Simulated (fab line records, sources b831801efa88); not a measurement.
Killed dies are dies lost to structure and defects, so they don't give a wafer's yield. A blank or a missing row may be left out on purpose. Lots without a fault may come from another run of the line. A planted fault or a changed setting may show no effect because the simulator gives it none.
Which tool did it? | flow sfq_line | 14 lots, 42 wafers sampled, at 2 steps of a route of 325

WHAT THE GAUGES READ, wafer by wafer
The record holds no reading of a measuring or inspecting step that can be judged against a usual standard deviation.

WHICH TOOL RAN EACH LOT (tool, then ch and the chambers of the sampled wafers, then the start)
lot  | SFQ_TRILAYER_L0_STRIP_STRIP_009  | SFQ_TRILAYER_C5_LITHO_PEB_154
L393 | rie_metal-01 ch 1, day 3 21:35   | litho_track-04 ch 0, day 62 01:35
L394 | rie_metal-03 ch 0, day 3 22:59   | litho_track-04 ch 0, day 65 04:29
L396 | rie_metal-01 ch 0,1, day 4 00:53 | litho_track-01 ch 0, day 68 17:47
L397 | rie_metal-04 ch 0,1, day 4 02:17 | litho_track-01 ch 0, day 68 22:10
L399 | rie_metal-04 ch 0,1, day 4 04:41 | litho_track-03 ch 0, day 76 10:45
L402 | rie_metal-03 ch 0, day 4 08:11   | litho_track-01 ch 0, day 77 11:53
L403 | rie_metal-01 ch 0,1, day 4 09:29 | litho_track-03 ch 0, day 77 13:08
L405 | rie_metal-01 ch 0,1, day 4 12:53 | litho_track-03 ch 0, day 77 19:05
L408 | rie_metal-01 ch 0,1, day 7 23:32 | litho_track-03, day 78 03:29
L409 | rie_metal-01 ch 0,1, day 8 09:16 | litho_track-03, day 78 08:17
L411 | rie_metal-04 ch 0,1, day 8 16:28 | litho_track-01 ch 0, day 78 11:53
L412 | rie_metal-04 ch 0,1, day 8 20:04 | litho_track-01 ch 0, day 78 14:17
L414 | rie_metal-01 ch 0, day 9 12:36   | litho_track-01 ch 0, day 79 15:01
L415 | rie_metal-01 ch 0,1, day 9 19:41 | litho_track-01 ch 0, day 79 19:39
- SFQ_TRILAYER_L0_STRIP_STRIP_009: strips in O2.
- SFQ_TRILAYER_C5_LITHO_PEB_154: peb time 60 s.

WHAT THE TOOLS THEMSELVES READ (means of the sampled wafers that have a number; where no wafer has one, the mark that the record gives instead)
SFQ_TRILAYER_L0_STRIP_STRIP_009. Usual: drypump_motor_current_A 5.7 A, standard deviation 0.34; oes_product_au 1.005 a.u., standard deviation 0.0076.
lot  | tool         | drypump_motor_current_A (A) | oes_product_au (a.u.) | flag
L393 | rie_metal-01 | 5.5                         | 1.008                 |
L394 | rie_metal-03 | 5.4                         | 0.996                 |
L396 | rie_metal-01 | 5.6                         | 0.998                 |
L397 | rie_metal-04 | 6.1                         | 1.008                 |
L399 | rie_metal-04 | 6.1                         | 1.008                 |
L402 | rie_metal-03 | 5.4                         | 1.000                 |
L403 | rie_metal-01 | 5.6                         | 1.006                 |
L405 | rie_metal-01 | 5.6                         | 1.008                 |
L408 | rie_metal-01 | 5.6                         | 1.004                 |
L409 | rie_metal-01 | 5.5                         | 1.003                 |
L411 | rie_metal-04 | 6.1                         | 1.007                 |
L412 | rie_metal-04 | 6.1                         | 1.005                 |
L414 | rie_metal-01 | 5.9                         | 1.013                 |
L415 | rie_metal-01 | 5.7                         | 1.007                 |

SFQ_TRILAYER_C5_LITHO_PEB_154. Usual: chill_plate_temp_C 23.00 C, standard deviation 0.099; exhaust_pa 45.1 Pa, standard deviation 0.86.
lot  | tool           | chill_plate_temp_C (C) | exhaust_pa (Pa) | flag
L393 | litho_track-04 | 23.07                  | 45.5            |
L394 | litho_track-04 | 23.00                  | 44.4            |
L396 | litho_track-01 | 22.91                  | 44.6            |
L397 | litho_track-01 | 23.00                  | 44.6            |
L399 | litho_track-03 | 23.10                  | 45.1            |
L402 | litho_track-01 | 22.94                  | 45.4            |
L403 | litho_track-03 | 23.05                  | 45.0            |
L405 | litho_track-03 | 23.05                  | 44.8            |
L408 | litho_track-03 | -                      | -               | OFF
L409 | litho_track-03 | -                      | -               | OFF
L411 | litho_track-01 | 22.96                  | 45.8            |
L412 | litho_track-01 | 23.09                  | 45.8            |
L414 | litho_track-01 | 22.88                  | 44.0            |
L415 | litho_track-01 | 23.01                  | 45.9            |

THE ANSWER, worked out from the rows above alone
Rule: a lot is off if the mean of its wafers that have a number lies more than 3 standard deviations from the usual mean. A lot without any number at a reading at which 4 lots or more have one is off too. The other lots that the step has rows for count as sound. The gauges are gone through in route order, then the tools' own readings, and for those a lot's mean is taken as printed above. The first step at which some lot is off is used, and at that step the reading that is off furthest; a lot without a number counts as furthest.
Off: L408, L409, at SFQ_TRILAYER_C5_LITHO_PEB_154 (chill_plate_temp_C). Without a number there: L408, L409.
A tool fits if, at that step or a process step before it, it ran every lot that is off, and no sound lot after the first of them. One fits: litho_track-03 at SFQ_TRILAYER_C5_LITHO_PEB_154. Its last sound lot is L405 (day 77 19:05), its first lot that is off L408 (day 78 03:29): a fault that began between those two fits.
Blank at SFQ_TRILAYER_C5_LITHO_PEB_154 on the lots that are off, where sound lots have numbers: chill_plate_temp_C, exhaust_pa.

WHAT THE SIMULATOR HAD PUT IN
Skipped step whole: litho_track-03, from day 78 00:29 on, at SFQ_TRILAYER_C5_LITHO_PEB_154. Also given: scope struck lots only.
Lots struck among those shown: L408, L409. The rule above found the same.
